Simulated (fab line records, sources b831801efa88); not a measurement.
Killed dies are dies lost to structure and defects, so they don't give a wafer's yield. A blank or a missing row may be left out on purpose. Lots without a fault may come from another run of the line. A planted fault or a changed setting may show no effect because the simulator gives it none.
Chamber matching | flow sky130 | SKY_FIELD_ISO_ETCH_17 on rie_si-01: 4 sister chambers
The step etches Si in HBr/Cl2/O2, target depth 342 nm, time 97.7 s. 14 wafers are shown with their chamber, then 7 later ones without.

WAFERS WITH THEIR CHAMBER
wafer  | chamber | drypump_motor_current_A (A) | oes_product_au (a.u.) | run_length_s (s)
L494.3 | 2       | 5.6                         | 1.005                 | 126.3
L494.4 | 3       | 6.1                         | 0.987                 | 126.0
L494.6 | 3       | 6.2                         | 0.982                 | 126.1
L495.1 | 0       | 5.2                         | 0.987                 | 125.4
L495.5 | 3       | 6.1                         | 0.984                 | 125.7
L495.6 | 2       | 5.6                         | 1.006                 | 126.2
L496.2 | 1       | 5.4                         | 1.009                 | 126.3
L496.3 | 3       | 6.1                         | 0.983                 | 125.8
L496.6 | 0       | 5.2                         | 0.995                 | 125.5
L498.3 | 3       | 6.1                         | 0.991                 | 126.2
L498.5 | 1       | 5.4                         | 1.008                 | 126.5
L498.6 | 0       | 5.2                         | 0.990                 | 125.8
L499.2 | 3       | 6.1                         | 0.983                 | 126.2
L499.5 | 1       | 5.4                         | 1.006                 | 126.2

SIGNATURES (means of the wafers above)
reading                 | chamber 0 | chamber 1 | chamber 2 | chamber 3 | scatter within a chamber
drypump_motor_current_A | 5.200     | 5.400     | 5.600     | 6.117     | 0.0289
oes_product_au          | 0.99067   | 1.00767   | 1.00550   | 0.98500   | 0.0031
run_length_s            | 125.567   | 126.333   | 126.250   | 126.000   | 0.189
Rule: a wafer's distance from a chamber is the root of the sum, over the readings, of the square of ((its reading less the chamber's mean) divided by the reading's scatter). The wafer belongs to the nearest chamber; if the next one is less than 2 further off, it can't be placed. The scatter: the root of (the sum of the squares of (reading less its chamber's mean) over the shown wafers, divided by (wafers less chambers)).

WAFERS WITHOUT THEIR CHAMBER
wafer  | drypump_motor_current_A (A) | oes_product_au (a.u.) | run_length_s (s)
L499.6 | 5.6                         | 1.008                 | 125.7
L502.1 | 5.2                         | 0.994                 | 125.7
L502.2 | 5.4                         | 1.010                 | 126.3
L502.3 | 5.6                         | 1.019                 | 125.8
L507.4 | 6.1                         | 0.983                 | 126.3
L507.5 | 5.4                         | 1.001                 | 126.4
L508.4 | 6.1                         | 0.990                 | 126.0

WHICH CHAMBER EACH WENT THROUGH
wafer  | from the rows above | in truth
L499.6 | 2                   | 2
L502.1 | 0                   | 0
L502.2 | 1                   | 1
L502.3 | 2                   | 2
L507.4 | 3                   | 3
L507.5 | 1                   | 1
L508.4 | 3                   | 3
Placed correctly: 7 of 7. Can't be placed from these rows: 0. Placed wrongly: 0.
